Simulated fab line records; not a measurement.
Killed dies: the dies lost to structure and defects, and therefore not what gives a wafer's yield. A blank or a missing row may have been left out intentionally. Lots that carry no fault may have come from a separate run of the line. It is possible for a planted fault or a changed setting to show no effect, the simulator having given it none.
Problem report in the 8D (eight disciplines) form, filled by code ; flow gf180mcu ; the parts of the form that need people (team, actions taken, sign-off) are left out

1. THE ISSUE
Mean of bias w at GF_HV_LDD_ETCHBACK_58: 62.08 W across 3 wafers in 2 lots; on wafers with no fault it is 79.95 W (standard deviation 0.24). That puts it -74 standard deviations away from the usual mean.
The step: etches Si3N4 in CH3F/O2, stops on SiO2, time 100 s, target depth 90 nm.
The first sign was on wafer L246.4 at day 17 10:47, on rie diel-01. Wafers with a number at this step in the record: 18, from 6 lots. The rule behind "out" and "out of limits": a value lying over 4 standard deviations away from the usual mean. The rest of the wafers with a number are treated as sound.

2. WHAT IT IS AND WHAT IT IS NOT
question;is;is not
which readings at this step;bias w;drypump motor current A, oes product au, throttle valve pct
which lots;L246, L248;L233, L235, L236, L253
which wafers of those lots;L246.4, L246.5, L248.5;L246.6, L248.1, L248.6
read on which tools;rie diel-01;rie diel-03, rie diel-04
when;from day 17 10:47;"up to then (10 sound wafers); but 5 sound wafers of L248, L253 came after"

3. THE SUSPECTS, EACH WITH WHAT RULES IT OUT
Counting: if a tool at a process step up to the reading ran every lot that is out, it stays a suspect. Sound lots after the first of them don't rule it out here, since some wafers of a struck lot are sound.
- plasma asher-01 at GF_HV_LDD_STRIP_49 (strips in O2/N2): kept. It ran every lot that is out, first L246 (day 17 07:51).
- rie diel-01 at GF_HV_LDD_ETCHBACK_58 (etches Si3N4 in CH3F/O2, stops on SiO2, time 100 s, target depth 90 nm): kept. Every lot that is out went through it, the first being L246 (day 17 10:47); the last sound lot it ran before that was L233 (day 13 17:36). On those wafers its own readings are out: bias w.
- At GF_HV_LDD_ETCHBACK_58 on rie diel-01, chamber 3 took the sound wafers of the same lots and chamber 0 took the wafers that are out.
What counting leaves: plasma asher-01 at GF_HV_LDD_STRIP_49 and rie diel-01 at GF_HV_LDD_ETCHBACK_58.

4. THE CAUSE (what the simulator had put in)
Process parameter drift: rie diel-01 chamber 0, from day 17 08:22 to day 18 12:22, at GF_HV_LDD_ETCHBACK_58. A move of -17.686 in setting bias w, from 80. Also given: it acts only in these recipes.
Counting left 2 suspects, and this tool is among them.

5. THE EFFECT CHAIN, in route order
One row per reading whose mean, taken over the struck wafers that have a number, lies over 3 standard deviations from the usual. Scope: only readings with a usual standard deviation given in the record; hours: median across lots of the time from each lot's start at the first step in this table that gives one to its start at this step; sigmas: change in usual standard deviations.
hours;step;reading;usual;on struck wafers;change;sigmas
0;GF_HV_LDD_ETCHBACK_58;bias w;79.95 W;62.08;-17.87;-74
Process steps it contains:
- GF_HV_LDD_ETCHBACK_58: etches Si3N4 in CH3F/O2, stops on SiO2, time 100 s, target depth 90 nm.
Later measuring or inspecting steps at which every struck wafer that the step has a row for has a number for every such reading, and none has moved that far: GF_NSD_CD_MEAS_07, GF_NSD_OVL_MEAS_08, GF_NSD_TW_MEAS_12, GF_PSD_CD_MEAS_07, GF_PSD_OVL_MEAS_08, GF_PSD_TW_MEAS_11.

6. WHAT WOULD HAVE CAUGHT IT SOONER
First out-of-limits reading in this record: day 17 10:47, which is 2 hours after fault onset at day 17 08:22.
